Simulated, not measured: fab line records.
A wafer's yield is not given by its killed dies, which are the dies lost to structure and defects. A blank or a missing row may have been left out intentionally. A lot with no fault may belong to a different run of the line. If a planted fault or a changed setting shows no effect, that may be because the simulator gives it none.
What tool caused it?    flow gf180mcu    36 wafers from 12 lots sampled at 5 of the route's 602 steps

WHAT THE GAUGES READ, wafer by wafer
GF_MIM_THK_MEAS_06.
lot   measured      on             MIM_CVD_05_THK (nm)
L462  day 24 10:07  film-metro-03  41.9 42.3 42.5
L464  day 25 05:19  film-metro-04  42.2 43.2 42.9
L466  day 25 20:52  film-metro-01  42.0 43.0 42.6
L467  day 26 07:18  film-metro-03  41.4 41.5 42.6
L468  day 26 11:05  film-metro-01  42.0 41.3 42.5
L469  day 26 18:17  film-metro-01  41.3 41.0 41.4
L475  day 28 17:21  film-metro-03  42.4 42.1 43.1
L476  day 29 08:13  film-metro-04  42.2 42.0 43.1
L479  day 30 00:12  film-metro-04  41.3 42.3 42.6
L482  day 30 16:55  film-metro-01  37.6 37.6 38.0
L483  day 30 21:24  film-metro-04  41.6 42.7 42.3
L484  day 31 08:30  film-metro-03  37.6 37.3 37.7

EACH LOT AND THE TOOL THAT RAN IT (in order: tool; ch and the chambers of the sampled wafers; start)
lot   GF_V4_SPUTTER_22              GF_V4_CVD_23                   GF_MIM_SPUTTER_01             GF_MIM_CVD_05
L462  pvd-sputter-01, day 24 09:13  cvd-w-02 ch 0,1, day 24 09:17  pvd-sputter-04, day 24 09:56  pecvd-04 ch 0,1, day 24 10:04
L464  pvd-sputter-01, day 25 04:25  cvd-w-01 ch 0,1, day 25 04:30  pvd-sputter-04, day 25 05:09  pecvd-04 ch 0,1,2, day 25 05:16
L466  pvd-sputter-04, day 25 19:58  cvd-w-02 ch 0,1, day 25 20:02  pvd-sputter-02, day 25 20:41  pecvd-01 ch 0,1,2, day 25 20:49
L467  pvd-sputter-04, day 26 06:24  cvd-w-01 ch 0, day 26 06:26    pvd-sputter-03, day 26 07:08  pecvd-02 ch 0,2, day 26 07:15
L468  pvd-sputter-01, day 26 10:06  cvd-w-02 ch 0,1, day 26 10:08  pvd-sputter-03, day 26 10:55  pecvd-04 ch 0,1,2, day 26 11:02
L469  pvd-sputter-02, day 26 17:23  cvd-w-01 ch 0,1, day 26 17:26  pvd-sputter-03, day 26 18:07  pecvd-02 ch 1,2, day 26 18:14
L475  pvd-sputter-01, day 28 16:28  cvd-w-02 ch 0,1, day 28 16:30  pvd-sputter-04, day 28 17:11  pecvd-02 ch 0,2, day 28 17:19
L476  pvd-sputter-04, day 29 07:19  cvd-w-01 ch 0,1, day 29 07:21  pvd-sputter-03, day 29 08:02  pecvd-01 ch 0,1,2, day 29 08:10
L479  pvd-sputter-04, day 29 23:19  cvd-w-01 ch 0,1, day 29 23:21  pvd-sputter-03, day 30 00:02  pecvd-02 ch 0,1,2, day 30 00:10
L482  pvd-sputter-02, day 30 15:42  cvd-w-01 ch 0,1, day 30 15:44  pvd-sputter-02, day 30 16:46  pecvd-02 ch 1,2, day 30 16:53
L483  pvd-sputter-04, day 30 20:31  cvd-w-01 ch 0, day 30 20:33    pvd-sputter-03, day 30 21:14  pecvd-01 ch 0,2, day 30 21:22
L484  pvd-sputter-02, day 31 07:37  cvd-w-02 ch 0,1, day 31 07:39  pvd-sputter-04, day 31 08:21  pecvd-02 ch 0,1, day 31 08:28
- GF_V4_SPUTTER_22: material TiN, target thk 10 nm, time 40 s.
- GF_V4_CVD_23: deposits W, target thk 350 nm, time 104.9 s.
- GF_MIM_SPUTTER_01: material TiN, target thk 30 nm, time 25 s.
- GF_MIM_CVD_05: deposits Si3N4, target thk 42 nm, time 29.086 s.

WHAT THE TOOLS THEMSELVES READ (means of the sampled wafers that have a number; where no wafer has one, the mark that the record gives instead)
GF_V4_SPUTTER_22.
lot   tool            throttle-valve-pct (%)
L462  pvd-sputter-01  30.9
L464  pvd-sputter-01  30.5
L466  pvd-sputter-04  30.3
L467  pvd-sputter-04  30.2
L468  pvd-sputter-01  30.2
L469  pvd-sputter-02  29.7
L475  pvd-sputter-01  30.0
L476  pvd-sputter-04  30.1
L479  pvd-sputter-04  30.2
L482  pvd-sputter-02  29.9
L483  pvd-sputter-04  30.3
L484  pvd-sputter-02  30.1

GF_V4_CVD_23.
lot   tool      heater-power-w (W)  run-length-s (s)
L462  cvd-w-02  893                 132.4
L464  cvd-w-01  815                 133.3
L466  cvd-w-02  907                 132.5
L467  cvd-w-01  848                 133.0
L468  cvd-w-02  821                 132.5
L469  cvd-w-01  825                 133.2
L475  cvd-w-02  916                 132.3
L476  cvd-w-01  832                 133.0
L479  cvd-w-01  821                 133.4
L482  cvd-w-01  828                 133.3
L483  cvd-w-01  843                 133.2
L484  cvd-w-02  828                 132.4

GF_MIM_SPUTTER_01.
lot   tool            throttle-valve-pct (%)
L462  pvd-sputter-04  30.3
L464  pvd-sputter-04  30.0
L466  pvd-sputter-02  29.6
L467  pvd-sputter-03  29.7
L468  pvd-sputter-03  29.9
L469  pvd-sputter-03  30.1
L475  pvd-sputter-04  30.1
L476  pvd-sputter-03  29.4
L479  pvd-sputter-03  30.3
L482  pvd-sputter-02  29.8
L483  pvd-sputter-03  30.4
L484  pvd-sputter-04  30.4

GF_MIM_CVD_05.
lot   tool      heater-power-w (W)  run-length-s (s)  temp-max-c (C)
L462  pecvd-04  703                 56.9              399.75
L464  pecvd-04  735                 57.2              400.06
L466  pecvd-01  547                 56.8              400.06
L467  pecvd-02  730                 57.3              399.99
L468  pecvd-04  712                 57.0              399.95
L469  pecvd-02  614                 57.4              399.87
L475  pecvd-02  692                 57.0              400.11
L476  pecvd-01  594                 56.6              400.09
L479  pecvd-02  723                 57.3              400.06
L482  pecvd-02  612                 54.1              399.97
L483  pecvd-01  591                 55.9              400.02
L484  pecvd-02  705                 53.9              400.05

THE ANSWER, worked out from the rows above alone
Rule: usual is defined by the lots themselves. The widest of any qualifying gaps counts: lots, ordered by their means at a reading, are off when they make up no more than a third of the lots, leave a main group of 4 or more, and stand apart from it by 3 or more times the standard deviation of that group's means. A main group whose means are all the same, to the digits that the tables above print for the reading, isn't used. A lot without any number at a reading at which 4 lots or more have one is off too. All remaining lots with rows at the step are treated as sound. First the gauges in route order, then the tools' own readings, where a lot's mean is used as printed above. The first step at which some lot is off is used, and at that step the reading that is off furthest; a lot without a number counts as furthest.
Off: L482, L484, seen at GF_MIM_THK_MEAS_06 (MIM_CVD_05_THK). Main group: mean 42.2 nm, sd 0.42.
If a tool, at a process step before that reading, ran all the lots that are off and no sound lot after the first of them, it fits. Not tried: the gauges at GF_MIM_THK_MEAS_06; whatever is off there is also off at GF_MIM_CVD_05, on other tools, and gauge error can't account for it. 2 tools fit, pvd-sputter-02 at GF_V4_SPUTTER_22 and pecvd-02 at GF_MIM_CVD_05, so this cannot tell which one it is.

WHAT THE SIMULATOR HAD INSERTED
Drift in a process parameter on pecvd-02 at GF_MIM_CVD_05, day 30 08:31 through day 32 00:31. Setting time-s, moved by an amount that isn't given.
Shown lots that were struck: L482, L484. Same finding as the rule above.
